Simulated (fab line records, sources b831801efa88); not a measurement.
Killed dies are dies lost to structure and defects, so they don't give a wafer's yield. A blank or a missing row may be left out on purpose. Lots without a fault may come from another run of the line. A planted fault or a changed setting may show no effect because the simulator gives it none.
Which tool did it? | flow sky130 | 24 lots, 72 wafers sampled, at 1 step of a route of 708

WHAT THE GAUGES READ, wafer by wafer
SKY_NWELL_OVL_MEAS_23. Usual: NWELL_01_OVL -0.6 nm, standard deviation 1.4.
lot  | measured     | on         | NWELL_01_OVL (nm) | flag
L074 | day 5 03:01  | overlay-02 | 0.5 -0.8 2.2      |
L075 | day 5 12:50  | overlay-01 | 1.1 0.3 0.4       |
L076 | day 5 19:04  | overlay-02 | 0.3 0.9 0.8       |
L077 | day 6 02:23  | overlay-02 | -0.4 -1.2 -0.8    |
L078 | day 6 06:56  | overlay-02 | -2.5 -1.7 -0.3    |
L079 | day 6 14:05  | overlay-02 | 0.7 0.3 1.3       |
L080 | day 6 15:59  | overlay-01 | -3.1 -1.6 -0.4    |
L081 | day 6 22:05  | overlay-01 | -2.1 -1.8 -4.2    |
L082 | day 7 07:05  | overlay-02 | -1.0 1.3 0.8      |
L083 | day 7 17:53  | overlay-02 | -0.6 -2.5 1.6     |
L084 | day 8 00:45  | overlay-02 | -0.1 -2.7 -0.4    |
L085 | day 8 06:25  | overlay-02 | -0.4 -1.1 -0.4    |
L086 | day 8 09:14  | overlay-02 | -1.6 -1.4 -1.8    |
L087 | day 8 15:50  | overlay-02 | -0.9 -1.8 -0.5    |
L088 | day 8 23:07  | overlay-02 | 0.0 -2.1 -1.1     |
L089 | day 9 03:11  | overlay-02 | -0.4 -2.2 -1.9    |
L090 | day 9 06:53  | overlay-01 | 1.1 -0.9 -1.1     |
L091 | day 9 12:59  | overlay-01 | -1.8 -2.9 -2.0    |
L092 | day 9 18:30  | overlay-02 | -3.7 -1.1 -0.1    |
L093 | day 10 01:08 | overlay-02 | 0.2 -3.6 0.6      |
L094 | day 10 05:47 | overlay-02 | -1.3 -0.8 -1.0    |
L095 | day 10 10:39 | overlay-01 | -0.1 -0.2 -1.0    |
L096 | day 11 00:59 | overlay-02 | -0.3 1.4 -2.1     |
L097 | day 11 06:08 | overlay-01 | 0.7 0.2 1.0       |

WHICH TOOL RAN EACH LOT (tool, then ch and the chambers of the sampled wafers, then the start)
The record holds no process step before these readings.

WHAT THE TOOLS THEMSELVES READ (means of the sampled wafers that have a number; where no wafer has one, the mark that the record gives instead)
The record holds no such reading with a usual standard deviation.

THE ANSWER, worked out from the rows above alone
Rule: a lot is off if the mean of its wafers that have a number lies more than 3 standard deviations from the usual mean. A lot without any number at a reading at which 4 lots or more have one is off too. The other lots that the step has rows for count as sound. The gauges are gone through in route order, then the tools' own readings, and for those a lot's mean is taken as printed above. The first step at which some lot is off is used, and at that step the reading that is off furthest; a lot without a number counts as furthest.
No lot is off at any reading shown: from this, nothing can be told.

WHAT THE SIMULATOR HAD PUT IN
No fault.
